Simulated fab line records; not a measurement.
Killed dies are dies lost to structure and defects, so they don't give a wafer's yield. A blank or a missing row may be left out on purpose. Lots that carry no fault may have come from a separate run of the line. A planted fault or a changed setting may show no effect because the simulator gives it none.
Matching of chambers / flow sky130 / SKY_VIA4_HDPCVD_00 on hdpcvd-01: 3 sister chambers
The step deposits SiO2, target thk 1750 nm, time 291.7 s. 6 wafers are shown with their chamber, then 7 later ones without.

WAFERS PAIRED WITH THEIR CHAMBERS
wafer=L118.3; chamber=2; sih4 flow sccm (sccm)=60.00
wafer=L121.3; chamber=2; sih4 flow sccm (sccm)=60.03
wafer=L121.4; chamber=0; sih4 flow sccm (sccm)=59.89
wafer=L121.5; chamber=1; sih4 flow sccm (sccm)=59.93
wafer=L123.2; chamber=1; sih4 flow sccm (sccm)=59.88
wafer=L123.3; chamber=0; sih4 flow sccm (sccm)=60.13

WAFERS WITHOUT THEIR CHAMBER
wafer=L123.4; sih4 flow sccm (sccm)=59.84
wafer=L136.1; sih4 flow sccm (sccm)=59.91
wafer=L136.2; sih4 flow sccm (sccm)=59.77
wafer=L136.5; sih4 flow sccm (sccm)=60.10
wafer=L137.2; sih4 flow sccm (sccm)=60.03
wafer=L137.4; sih4 flow sccm (sccm)=59.88
wafer=L137.5; sih4 flow sccm (sccm)=59.76

CHAMBER TAKEN BY EACH
wafer=L123.4; from the rows above=can't be placed: 1 or 0 or 2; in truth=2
wafer=L136.1; from the rows above=can't be placed: 1 or 0 or 2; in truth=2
wafer=L136.2; from the rows above=can't be placed: 1 or 0 or 2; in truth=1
wafer=L136.5; from the rows above=can't be placed: 2 or 0 or 1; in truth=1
wafer=L137.2; from the rows above=can't be placed: 2 or 0 or 1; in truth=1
wafer=L137.4; from the rows above=can't be placed: 1 or 0 or 2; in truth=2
wafer=L137.5; from the rows above=can't be placed: 1 or 0 or 2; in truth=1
Correctly placed: 0 of 7. Cannot be placed on the basis of these rows: 7; the candidates contain the true chamber in 7. Number placed wrongly: 0.
How it was worked out, from the rows above alone: a wafer's distance from a chamber is the root of the sum, over the readings, of the square of ((its reading less the chamber's mean) divided by the reading's scatter). If the next closest chamber is less than 2 further off than the closest, the wafer can't be placed; otherwise it belongs to the closest. The mean given for a chamber averages the wafers shown for that chamber. How the scatter is found: for the shown wafers, subtract from each reading the mean of its chamber, square and add these, divide the total by (wafers less chambers), then take the root.
